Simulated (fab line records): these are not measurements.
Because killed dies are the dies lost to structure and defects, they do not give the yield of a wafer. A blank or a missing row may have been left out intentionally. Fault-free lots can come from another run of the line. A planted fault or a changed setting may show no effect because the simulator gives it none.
Matching of chambers + flow gf180mcu + cmp-02 running GF_V1_CMP_04: 4 sister chambers
The step polishes SiO2. 14 wafers are shown with their chamber, then 7 later ones without.

## WAFERS PAIRED WITH THEIR CHAMBERS
| wafer  | chamber | motor-current-A (A) | head-pressure-psi (psi) | time-to-endpoint-s (s) |
|--------|---------|---------------------|-------------------------|------------------------|
| L531.1 | 0       | 12.7                | 4.002                   | 78                     |
| L531.5 | 0       | 12.6                | 4.004                   | 80                     |
| L531.6 | 3       | 11.2                | 4.005                   | 83                     |
| L540.2 | 3       | 11.3                | 4.008                   | 78                     |
| L540.4 | 0       | 13.0                | 4.004                   | 87                     |
| L540.6 | 0       | 13.4                | 4.014                   | 81                     |
| L543.1 | 1       | 12.7                | 3.978                   | 77                     |
| L543.2 | 3       | 10.0                | 3.995                   | 78                     |
| L543.3 | 0       | 12.6                | 4.009                   | 75                     |
| L545.1 | 2       | 12.0                | 4.006                   | 77                     |
| L545.2 | 1       | 13.0                | 4.002                   | 81                     |
| L545.5 | 0       | 12.9                | 3.993                   | 84                     |
| L546.1 | 3       | 10.5                | 4.000                   | 77                     |
| L546.2 | 0       | 12.9                | 4.009                   | 75                     |

SIGNATURES, as means of the wafers listed above
| reading            | chamber 0 | chamber 1 | chamber 2 | chamber 3 | scatter within a chamber |
|--------------------|-----------|-----------|-----------|-----------|--------------------------|
| motor-current-A    | 12.871    | 12.850    | 12.000    | 10.750    | 0.406                    |
| head-pressure-psi  | 4.00500   | 3.99000   | 4.00600   | 4.00200   | 0.00809                  |
| time-to-endpoint-s | 80.00     | 79.00     | 77.00     | 79.00     | 3.87                     |
Rule: for a wafer and a chamber, the distance is found by dividing, reading by reading, the gap between the wafer's reading and the chamber's mean by the reading's scatter, squaring, summing and taking the root. If the next closest chamber is less than 2 further off than the closest, the wafer can't be placed; otherwise it belongs to the closest. The scatter: the root of (the sum of the squares of (reading less its chamber's mean) over the shown wafers, divided by (wafers less chambers)).

## WAFERS MISSING THEIR CHAMBER
| wafer  | motor-current-A (A) | head-pressure-psi (psi) | time-to-endpoint-s (s) |
|--------|---------------------|-------------------------|------------------------|
| L546.6 | 11.6                | 4.012                   | 78                     |
| L549.3 | 12.5                | 3.990                   | 80                     |
| L549.4 | 13.0                | 4.003                   | 88                     |
| L549.6 | 11.5                | 4.002                   | 94                     |
| L550.4 | 11.5                | 3.992                   | 84                     |
| L550.5 | 13.0                | 3.991                   | 76                     |
| L550.6 | 11.8                | 3.997                   | 84                     |

## EACH ONE'S CHAMBER
| wafer  | from the rows above               | in truth |
|--------|-----------------------------------|----------|
| L546.6 | can't be placed: 2 or 3           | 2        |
| L549.3 | can't be placed: 1 or 0 or 2      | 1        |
| L549.4 | can't be placed: 0 or 1 or 2      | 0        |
| L549.6 | can't be placed: 3 or 2 or 0 or 1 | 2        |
| L550.4 | can't be placed: 3 or 2 or 1 or 0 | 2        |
| L550.5 | can't be placed: 1 or 0           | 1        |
| L550.6 | can't be placed: 2 or 3 or 0 or 1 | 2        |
Correct placement for 0 of the 7. These rows do not allow placing 7 (true chamber among the candidates in 7). Number placed wrongly: 0.
